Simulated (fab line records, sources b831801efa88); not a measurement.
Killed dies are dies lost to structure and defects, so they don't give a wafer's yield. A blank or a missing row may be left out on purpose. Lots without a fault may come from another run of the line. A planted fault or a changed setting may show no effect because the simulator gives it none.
A struck lot beside a sound one | flow sky130 | 18 steps out of a route of 708
Sound: wafers L709.2, L709.4, L709.5. Struck: wafers L705.2, L705.3, L705.6. The cause comes at the end.
At each step with rows: each side's tool, then ch and its chambers, then its first start. Under that, the readings that differ: sound wafers | struck wafers | difference of the means | sigmas: that difference in standard deviations of wafers without a fault.
alike: readings whose means differ by less than 2 such deviations, and words and numbers that are the same on both sides. not compared: withheld readings, readings that some wafer has no value for, bounds like >300 that may hide the same value, and numbers for which the record gives no deviation and whose values overlap.
The two part at a step that has a row with sigmas, a row that says differs or no value, or rows on one side only. Numbers that don't overlap but have no deviation are shown without sigmas and don't part them. A reading that every wafer of one side lacks parts them only if that side has two wafers or more.

SKY_CONTACT_CMP_04: polishes SiO2.
  sound on cmp-01 ch 0,3, day 35 04:21; struck on cmp-01 ch 1,2, day 33 18:29
  alike: motor_current_A, slurry_flow_ml_min, time_to_endpoint_s
SKY_CONTACT_BOW_MEAS_05:
  sound on film_metro-01, day 35 04:37; struck on film_metro-04, day 33 18:48
  alike: CONTACT_BOW
then, 8 steps without rows for these wafers: SKY_CONTACT_DEHYDRATE_06 (time 60 s); SKY_CONTACT_HMDS_07 (prime time 60 s); SKY_CONTACT_COAT_08 (resist thk 60 nm); SKY_CONTACT_COAT_09 (resist thk 450 nm); SKY_CONTACT_SOFTBAKE_10 (time 90 s); SKY_CONTACT_EXPOSE_11 (exposes mask CTM1, target cd 170 nm); SKY_CONTACT_PEB_12; SKY_CONTACT_DEVELOP_13 (develop time 60 s).
SKY_CONTACT_CD_MEAS_14: target cd 170 nm.
  sound on cd_sem-01, day 36 05:53; struck on cd_sem-01, day 34 21:29
  alike: cd_nm
SKY_CONTACT_OVL_MEAS_15:
  sound on overlay-02, day 36 06:00; struck on overlay-01, day 34 21:36
  alike: CONTACT_OVL
SKY_CONTACT_ETCH_16: etches BARC in N2/H2, stops on SiO2, time 45.9 s, target depth 60 nm.
  sound on rie_diel-01 ch 1,2, day 36 06:02; struck on rie_diel-01 ch 0,3, day 34 21:38
  no value came back on the struck wafers for any of 6 readings (bias_w (W), chamber_pressure_mTorr (mTorr) and others); on the sound wafers bias_w (W) reads 100.01 99.80 99.97
  reading                                        | sound             | struck            | difference | sigmas
  model.KrF-thick_of_CONTACT_COAT_09.thk_nm (nm) | 393.2 392.7 391.4 | 436.4 437.5 437.5 | +44.7      |
  not compared: rf_hours_counter_h
SKY_CONTACT_ETCH_17: etches SiO2 in C4F8/O2/Ar, stops on Si3N4, target depth 340 nm.
  sound on rie_diel-01 ch 1,2, day 36 06:04; struck on rie_diel-01 ch 0,3, day 34 21:40
  reading               | sound             | struck            | difference | sigmas
  oes_product_au (a.u.) | 0.899 0.904 0.898 | 0.385 0.375 0.378 | -0.521     | -99 or more
  alike: bias_w, chamber_pressure_mTorr
SKY_CONTACT_ETCH_18: etches Si3N4 in CHF3/O2, stops on TiN, time 39 s, target depth 75 nm.
  sound on rie_diel-01 ch 1,2; struck on rie_diel-01 ch 0,3
  reading                                        | sound             | struck            | difference | sigmas
  oes_product_au (a.u.)                          | 0.855 0.857 0.862 | 0.381 0.379 0.374 | -0.480     | -63
  throttle_valve_pct (%)                         | 8.776 8.786 8.794 | 8.689 8.683 8.689 | -0.098     | -12
  model.KrF-thick_of_CONTACT_COAT_09.thk_nm (nm) | 245.9 242.9 241.7 | 288.2 289.7 290.4 | +45.9      |
  alike: O2_flow_sccm, bias_w, drypump_motor_current_A
  not compared: rf_hours_counter_h
SKY_CONTACT_STRIP_19: strips in O2/N2.
  sound on plasma_asher-02 ch 0,1, day 36 06:10; struck on plasma_asher-02 ch 0,1, day 34 21:46
  reading                      | sound             | struck            | difference | sigmas
  oes_product_au (a.u.)        | 0.383 0.388 0.379 | 0.395 0.397 0.404 | +0.015     | +3
  strip_time_to_endpoint_s (s) | 3.651 3.610 3.613 | 4.083 4.096 4.116 | +0.474     | +17
  alike: drypump_motor_current_A
  not compared: rf_hours_counter_h
then, 1 step without rows for these wafers: SKY_CONTACT_STRIP_20 (strips in post etch residue remover, time 1200 s).
-- the record jumps here: 13 days lie between the struck wafers' starts before and after (it left off in module CONTACT and takes up again in module PAD_OPEN, whose first step shown is number 708 of the route) --
SKY_PAD_OPEN_PROBE_99:
  sound on prober-01, day 49 03:58; struck on prober-02, day 48 05:24
  reading            | sound     | struck      | difference | sigmas
  killed_at_contacts | 26 31 30  | 437 427 419 | +399       | +74
  killed_dies        | 105 95 96 | 492 492 492 | +393       | +39
  killed_on_rim      | 17 18 16  | 96 96 96    | +79        | +23
  alike: killed_at_M0_to_M3, killed_at_M4_up, killed_at_front_end, killed_at_other, killed_open, killed_short

WHERE THEY PART
First at SKY_CONTACT_ETCH_16; last, within this record, at SKY_PAD_OPEN_PROBE_99.

WHY: what the simulator had put in
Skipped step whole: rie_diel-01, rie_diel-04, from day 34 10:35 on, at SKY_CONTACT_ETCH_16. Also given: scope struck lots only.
